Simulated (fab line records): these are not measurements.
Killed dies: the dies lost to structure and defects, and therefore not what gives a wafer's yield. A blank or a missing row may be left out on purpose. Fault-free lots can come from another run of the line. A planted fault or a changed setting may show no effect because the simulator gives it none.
2 desks looking at one fault :: flow sky130 :: every desk sees just its own numbers, and what lay behind them comes last

## TOOL OWNER'S DESK, implanter-02
SKY_GATE_OXIDE_IMPLANT_11, tool's own readings: per-lot mean of the sampled wafers with a number, covering each lot this tool ran. Marked OUT: a lot whose mean sits more than 4 standard deviations from the usual mean, which makes it out of limits; the brackets give that distance.
Columns: A = beam-energy-keV at SKY_GATE_OXIDE_IMPLANT_11, usual 10.000; B = dose-ions-cm2 at SKY_GATE_OXIDE_IMPLANT_11, usual 2.6004e+12; C = end-station-pressure-torr at SKY_GATE_OXIDE_IMPLANT_11, usual 5.02e-06 Torr
lot: L795
first seen here: day 14 20:24
A: 10.001
B: 2.6014e+12
C: 4.94e-06

lot: L804
first seen here: day 17 11:03
A: 8.922 (-99 or more) OUT
B: 2.6001e+12
C: 5.08e-06

lot: L805
first seen here: day 18 02:21
A: 8.917 (-99 or more) OUT
B: 2.6014e+12
C: 5.14e-06

lot: L812
first seen here: day 20 21:58
A: 9.999
B: 2.6021e+12
C: 4.92e-06

lot: L813
first seen here: day 21 00:47
A: 10.000
B: 2.6014e+12
C: 5.38e-06
This desk's finding: out of limits on L804, L805; first on L804, day 17 11:03 (beam-energy-keV at SKY_GATE_OXIDE_IMPLANT_11). L795, L812, L813: within limits.

## FROM THE METROLOGY DESK
What the gauges read, lot by lot, whatever tool the lot ran on: means of the sampled wafers that have a number. Marked OUT: a lot whose mean sits more than 4 standard deviations from the usual mean, which makes it out of limits; the brackets give that distance.
Columns: A = cd-nm at SKY_VT_ADJUST_HVTR_CD_MEAS_07, usual 379.6 nm; B = VT_ADJUST_HVTR_OVL at SKY_VT_ADJUST_HVTR_OVL_MEAS_08, usual 0.5 nm; C = GATE_OXIDE_TW at SKY_GATE_OXIDE_TW_MEAS_14, usual 223.6
lot: L793
first seen here: day 9 10:07
A: 377.9
B: -0.9
C: 224.8

lot: L795
first seen here: day 10 04:03
A: 380.1
B: -1.9
C: 224.5

lot: L797
first seen here: day 10 17:10
A: 380.9
B: -1.8
C: 223.7

lot: L799
first seen here: day 11 07:52
A: 378.5
B: -0.5
C: 224.6

lot: L804
first seen here: day 12 17:46
A: 381.2
B: 0.0
C: 218.9

lot: L805
first seen here: day 13 06:40
A: 380.8
B: 2.8
C: 217.5 (-4.7) OUT

lot: L809
first seen here: day 14 07:25
A: 378.7
B: 0.5
C: 223.4

lot: L810
first seen here: day 14 15:40
A: 381.3
B: 1.0
C: 223.4

lot: L812
first seen here: day 15 15:44
A: 377.5
B: 0.6
C: 225.4

lot: L813
first seen here: day 15 17:24
A: 379.7
B: 0.4
C: 222.1

lot: L815
first seen here: day 16 07:01
A: 378.0
B: 1.5
C: 221.4

lot: L816
first seen here: day 16 15:07
A: 379.1
B: 2.2
C: 222.8
This desk reports L805 out of limits; the earliest was L805 at day 18 02:43 (GATE_OXIDE_TW at SKY_GATE_OXIDE_TW_MEAS_14). L793, L795, L797, L799, L804, L809, L810, L812, L813, L815, L816: within limits.

## PUT TOGETHER
The tool owner's desk could have raised an alarm at day 17 11:03, on L804, L805.
At day 18 02:43 the metrology desk could have sounded an alarm, on L805.
The metrology desk holds a record of L804, inside its limits.
On implanter-02, each named lot ran SKY_GATE_OXIDE_IMPLANT_11.

## WHAT HAD BEEN PUT IN BY THE SIMULATOR
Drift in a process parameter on implanter-02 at SKY_GATE_OXIDE_IMPLANT_11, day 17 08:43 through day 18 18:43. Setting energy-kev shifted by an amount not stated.
Struck lots among those shown: L804, L805.
Counting hours from when the fault started, the first reading out of limits came at 2 for the tool owner's desk and at 18 for the metrology desk.
